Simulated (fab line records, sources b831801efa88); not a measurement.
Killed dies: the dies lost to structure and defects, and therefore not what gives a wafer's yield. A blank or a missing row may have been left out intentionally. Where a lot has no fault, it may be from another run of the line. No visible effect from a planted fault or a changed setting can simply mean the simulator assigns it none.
fab line records	flow gf180mcu
record lots=13	wafers=39	last_day=34
route steps=602 shown MVSD@75 VT_IMPLANT@97 HV_LDD@231 CONTACT@292
lots untouched by any fault: they come from a run of this same line in which no faults occurred
start_h: start of the lot's first displayed wafer, in hours after the record's first day	wait_h: how many hours have passed since the lot's step before this one	" the same as in the row above	L1.1+2: a single row standing in for several wafers	- no value, or no start was given	* or withheld: withheld	< > ~ a bound
route shown NAME@n: NAME is a module with steps in the file, n the number in the route of the first one	usual: mean/standard deviation of fault-free wafers	same: alike in all rows	chamber/n: place in a boat	sites: per-site readings	_std_site: the standard deviation of these	_edge_site: mean of outer sites minus mean of inner sites	radius_mm: for every site, how far away it sits from the centre of the wafer	mask NAME#n: copy n	behind: the tool/chamber that last shaped the wafer	hold: why the lot was held/for how many hours/how that ended	device: whichever transistor did not switch (one of n, p or np)	end of line: tests of these same wafers at the route's end	a step without rows: its recipe alone	killed: dies that structure and defects cost at the first sort, which is not the same as the wafer's yield	map: dies across one wafer; x = killed, . = not, _ = none there
set.NAME: the setting that was run; set.NAME@STEP: the one run at that earlier step	model.NAME: the simulator's own value behind a step, which no gauge read
one table for each step of the route and one row for each wafer, over a sample of lots
services: from which hour (start_h, from the record's first day; less than 0 if before it) a tool's chamber was out of use, for how many hours, and why
## steps
# step GF_MVSD_IMPLANT_09
# recipe species=P	energy_kev=100	dose_cm2=5e+12	tilt_deg=0
# usual beam_energy_keV=100.00/0.036	dose_ions_cm2=5e+12/6e+09	faraday_current_uA=28.2/0.58
lot.wafer	tool	chamber	start_h	wait_h	beam_energy_keV	dose_ions_cm2	faraday_current_uA
L547.2	implanter-03	0	82.02	0.1	100.06	5.003e+12	28.1
L547.4	"	0	"	"	99.96	5.016e+12	27.8
L547.6	"	0	"	"	100.00	5.012e+12	28.6
L548.2	implanter-04	0	86.82	0.1	100.07	5.002e+12	26.8
L548.3	"	0	"	"	99.97	4.999e+12	28.1
L548.5	"	0	"	"	100.00	4.993e+12	28.6
L549.3	implanter-03	0	95.57	0.1	99.96	5e+12	29.5
L549.4	"	0	"	"	99.96	5.016e+12	27.5
L549.6	"	0	"	"	99.97	5.009e+12	28.0
L550.2	implanter-04	0	99.37	0.1	100.02	4.998e+12	27.5
L550.4	"	0	"	"	100.02	5.008e+12	27.9
L550.6	"	0	"	"	100.00	5.001e+12	28.3
L551.1	implanter-04	0	105.55	0.1	100.03	4.994e+12	28.9
L551.2	"	0	"	"	99.97	4.999e+12	28.3
L551.6	"	0	"	"	100.05	4.994e+12	28.5
L552.4	implanter-03	0	112.49	0.1	100.03	5.005e+12	27.9
L552.5	"	0	"	"	99.99	4.998e+12	28.6
L552.6	"	0	"	"	99.97	5.009e+12	27.8
L553.3	implanter-04	0	119.82	0.1	100.03	5e+12	28.4
L553.4	"	0	"	"	100.00	5.001e+12	28.3
L553.5	"	0	"	"	99.99	4.996e+12	28.5
L554.1	implanter-03	0	122.89	0.1	99.98	4.995e+12	29.2
L554.2	"	0	"	"	99.95	5.001e+12	26.5
L554.3	"	0	"	"	100.01	4.996e+12	27.7
L556.1	implanter-03	0	136.07	0.1	99.92	4.996e+12	28.6
L556.2	"	0	"	"	99.91	4.998e+12	28.0
L556.6	"	0	"	"	99.96	5.001e+12	28.1
L559.1	implanter-04	0	155.25	0.1	100.02	3.549e+12	20.1
L559.3	"	0	"	"	99.98	3.543e+12	20.8
L559.6	"	0	"	"	100.00	3.536e+12	19.9
L560.3	implanter-04	0	158.80	0.1	100.01	3.524e+12	20.2
L560.4	"	0	"	"	100.00	3.533e+12	20.1
L560.5	"	0	"	"	100.00	3.534e+12	20.3
L569.2	implanter-03	0	207.94	0.1	100.06	5e+12	28.3
L569.4	"	0	"	"	100.00	4.997e+12	29.3
L569.6	"	0	"	"	100.05	5.001e+12	28.0
L570.2	implanter-03	0	215.57	0.1	100.00	5.001e+12	27.7
L570.3	"	0	"	"	99.99	5.003e+12	28.5
L570.6	"	0	"	"	99.95	5.008e+12	27.8
# step GF_VT_IMPLANT_OVL_MEAS_07
# usual VT_IMPLANT_OVL=-0.1/1.6
lot.wafer	tool	chamber	start_h	wait_h	VT_IMPLANT_OVL[nm]
L547.2	overlay-02	-	111.24	0.1	-0.5
L547.4	"	-	"	"	0.1
L547.6	"	-	"	"	0.3
L548.2	overlay-02	-	114.82	0.1	2.5
L548.3	"	-	"	"	3.2
L548.5	"	-	"	"	1.6
L549.3	overlay-02	-	125.84	0.1	-3.9
L549.4	"	-	"	"	-3.3
L549.6	"	-	"	"	-3.4
L550.2	overlay-01	-	129.62	0.1	-1.9
L550.4	"	-	"	"	-1.7
L550.6	"	-	"	"	-1.6
L551.1	overlay-02	-	137.65	0.1	-0.1
L551.2	"	-	"	"	-0.5
L551.6	"	-	"	"	-0.1
L552.4	overlay-02	-	144.64	0.1	0.5
L552.5	"	-	"	"	1.0
L552.6	"	-	"	"	0.2
L553.3	overlay-02	-	151.37	0.1	0.4
L553.4	"	-	"	"	0.3
L553.5	"	-	"	"	0.5
L554.1	overlay-02	-	154.71	0.1	-0.7
L554.2	"	-	"	"	0.4
L554.3	"	-	"	"	-1.1
L556.1	overlay-02	-	172.08	0.1	1.4
L556.2	"	-	"	"	-0.2
L556.6	"	-	"	"	1.4
L559.1	overlay-01	-	187.36	0.1	-0.6
L559.3	"	-	"	"	1.0
L559.6	"	-	"	"	0.1
L560.3	overlay-01	-	191.39	0.1	-0.4
L560.4	"	-	"	"	-0.2
L560.5	"	-	"	"	-2.0
L569.2	overlay-02	-	243.48	0.1	1.1
L569.4	"	-	"	"	0.5
L569.6	"	-	"	"	1.1
L570.2	overlay-02	-	251.28	0.1	-0.8
L570.3	"	-	"	"	-0.3
L570.6	"	-	"	"	0.0
# step GF_VT_IMPLANT_RS_MEAS_46
# recipe thk_meas_gauge=four-point-probe
# usual MVSD_RS=456.8/1.1
lot.wafer	tool	chamber	start_h	wait_h	MVSD_RS[ohm/sq]
L547.2	film_metro-01	-	158.73	0.1	458.1
L547.4	"	-	"	"	458.2
L547.6	"	-	"	"	455.4
L548.2	film_metro-01	-	162.40	0.1	455.3
L548.3	"	-	"	"	454.8
L548.5	"	-	"	"	455.2
L549.3	film_metro-01	-	173.85	0.1	457.6
L549.4	"	-	"	"	458.3
L549.6	"	-	"	"	457.7
L550.2	film_metro-04	-	177.78	0.1	455.7
L550.4	"	-	"	"	457.3
L550.6	"	-	"	"	456.3
L551.1	film_metro-01	-	185.22	0.1	456.6
L551.2	"	-	"	"	456.3
L551.6	"	-	"	"	457.1
L552.4	film_metro-01	-	193.07	0.1	456.7
L552.5	"	-	"	"	456.1
L552.6	"	-	"	"	456.5
L553.3	film_metro-03	-	198.60	0.1	457.3
L553.4	"	-	"	"	455.6
L553.5	"	-	"	"	458.7
L554.1	film_metro-01	-	203.62	0.1	457.4
L554.2	"	-	"	"	457.3
L554.3	"	-	"	"	456.9
L556.1	film_metro-03	-	223.01	0.1	456.3
L556.2	"	-	"	"	457.8
L556.6	"	-	"	"	455.6
L559.1	film_metro-01	-	240.81	0.1	478.6
L559.3	"	-	"	"	479.3
L559.6	"	-	"	"	477.0
L560.3	film_metro-04	-	244.66	0.1	480.4
L560.4	"	-	"	"	480.3
L560.5	"	-	"	"	482.3
L569.2	film_metro-04	-	302.58	0.1	456.9
L569.4	"	-	"	"	457.1
L569.6	"	-	"	"	458.1
L570.2	film_metro-01	-	310.66	0.1	457.9
L570.3	"	-	"	"	456.3
L570.6	"	-	"	"	459.4
# step GF_HV_LDD_THK_MEAS_55
# recipe reads=SiO2_of_HV_LDD_CVD_54
# usual HV_LDD_CVD_54_THK=10.00/0.15
lot.wafer	tool	chamber	start_h	wait_h	HV_LDD_CVD_54_THK[nm]
L547.2	film_metro-01	-	276.62	0.1	10.33
L547.4	"	-	"	"	10.03
L547.6	"	-	"	"	10.06
L548.2	film_metro-04	-	281.60	0.0	10.18
L548.3	"	-	"	"	9.96
L548.5	"	-	"	"	10.17
L549.3	film_metro-04	-	293.85	0.0	10.15
L549.4	"	-	"	"	10.19
L549.6	"	-	"	"	10.17
L550.2	film_metro-01	-	303.21	0.0	9.95
L550.4	"	-	"	"	10.10
L550.6	"	-	"	"	9.97
L551.1	film_metro-01	-	308.92	0.0	10.06
L551.2	"	-	"	"	10.06
L551.6	"	-	"	"	9.99
L552.4	film_metro-03	-	316.53	0.0	9.94
L552.5	"	-	"	"	10.02
L552.6	"	-	"	"	9.92
L553.3	film_metro-03	-	320.47	0.0	10.06
L553.4	"	-	"	"	9.75
L553.5	"	-	"	"	9.94
L554.1	film_metro-01	-	331.46	0.0	9.92
L554.2	"	-	"	"	10.08
L554.3	"	-	"	"	9.98
L556.1	film_metro-04	-	358.15	0.0	9.96
L556.2	"	-	"	"	9.93
L556.6	"	-	"	"	10.12
L559.1	film_metro-04	-	372.95	0.0	10.08
L559.3	"	-	"	"	9.99
L559.6	"	-	"	"	10.05
L560.3	film_metro-03	-	377.72	0.0	9.98
L560.4	"	-	"	"	10.01
L560.5	"	-	"	"	10.04
L569.2	film_metro-04	-	447.23	0.0	10.12
L569.4	"	-	"	"	9.95
L569.6	"	-	"	"	10.08
L570.2	film_metro-03	-	459.30	0.0	9.84
L570.3	"	-	"	"	9.86
L570.6	"	-	"	"	9.87
# step GF_CONTACT_BOW_MEAS_05
# recipe mode=bow
# usual CONTACT_BOW=64/7.2
lot.wafer	tool	chamber	start_h	wait_h	CONTACT_BOW[um]
L547.2	film_metro-01	-	342.08	0.2	62
L547.4	"	-	"	"	66
L547.6	"	-	"	"	62
L548.2	film_metro-04	-	347.33	0.3	57
L548.3	"	-	"	"	60
L548.5	"	-	"	"	68
L549.3	film_metro-01	-	360.40	0.3	54
L549.4	"	-	"	"	64
L549.6	"	-	"	"	66
L550.2	film_metro-04	-	371.73	0.2	57
L550.4	"	-	"	"	61
L550.6	"	-	"	"	56
L551.1	film_metro-03	-	376.89	0.2	76
L551.2	"	-	"	"	78
L551.6	"	-	"	"	65
L552.4	film_metro-01	-	385.62	0.2	85
L552.5	"	-	"	"	64
L552.6	"	-	"	"	71
L553.3	film_metro-01	-	390.18	0.2	63
L553.4	"	-	"	"	70
L553.5	"	-	"	"	59
L554.1	film_metro-01	-	400.77	0.2	62
L554.2	"	-	"	"	73
L554.3	"	-	"	"	64
L556.1	film_metro-01	-	430.61	0.1	58
L556.2	"	-	"	"	57
L556.6	"	-	"	"	59
L559.1	film_metro-04	-	447.41	0.1	59
L559.3	"	-	"	"	67
L559.6	"	-	"	"	68
L560.3	film_metro-01	-	451.59	0.2	66
L560.4	"	-	"	"	68
L560.5	"	-	"	"	60
L569.2	film_metro-03	-	523.07	0.3	69
L569.4	"	-	"	"	70
L569.6	"	-	"	"	63
L570.2	film_metro-03	-	534.62	0.3	65
L570.3	"	-	"	"	64
L570.6	"	-	"	"	71
## services
tool	chamber	start_h	hours	kind
implanter-03	-	65.68	0.9	repair
implanter-04	-	73.94	2.2	repair
implanter-04	-	80.73	3.1	repair
implanter-04	-	149.71	2.7	pm
implanter-03	-	154.03	52.1	repair
## key
first_sign step=GF_MVSD_IMPLANT_09	reading=dose_ions_cm2	direction=down	sigmas=99+	usual=5e+12	struck=3.536e+12
effect step=GF_MVSD_IMPLANT_09	reading=faraday_current_uA	direction=down	sigmas=14	usual=28.2	struck=20.2
effect step=GF_VT_IMPLANT_RS_MEAS_46	reading=MVSD_RS	direction=up	sigmas=22	usual=456.8	struck=479.6
met_at GF_MVSD_IMPLANT_09
struck_lots L559,L560
tester_left_out L559,L560
not_acting_at GF_VT_IMPLANT_OVL_MEAS_07,GF_HV_LDD_THK_MEAS_55,GF_CONTACT_BOW_MEAS_05
onset_between 119.82 155.25
fault kind=process_parameter_drift	tool=implanter-04	chamber=-	onset_h=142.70	steps=GF_MVSD_IMPLANT_09	channel=dose_cm2	offset=-1.4624e+12	shape=step	end_h=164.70	acts_in=these_recipes_only	stated=5e+12
# tester_left_out: of these lots the tester's yield and bins aren't shown, on N5 and GAA mostly nor the transistor test; their killed dies are dies lost to structure and defects alone, not to doping, threshold or leakage, so they don't give the yield
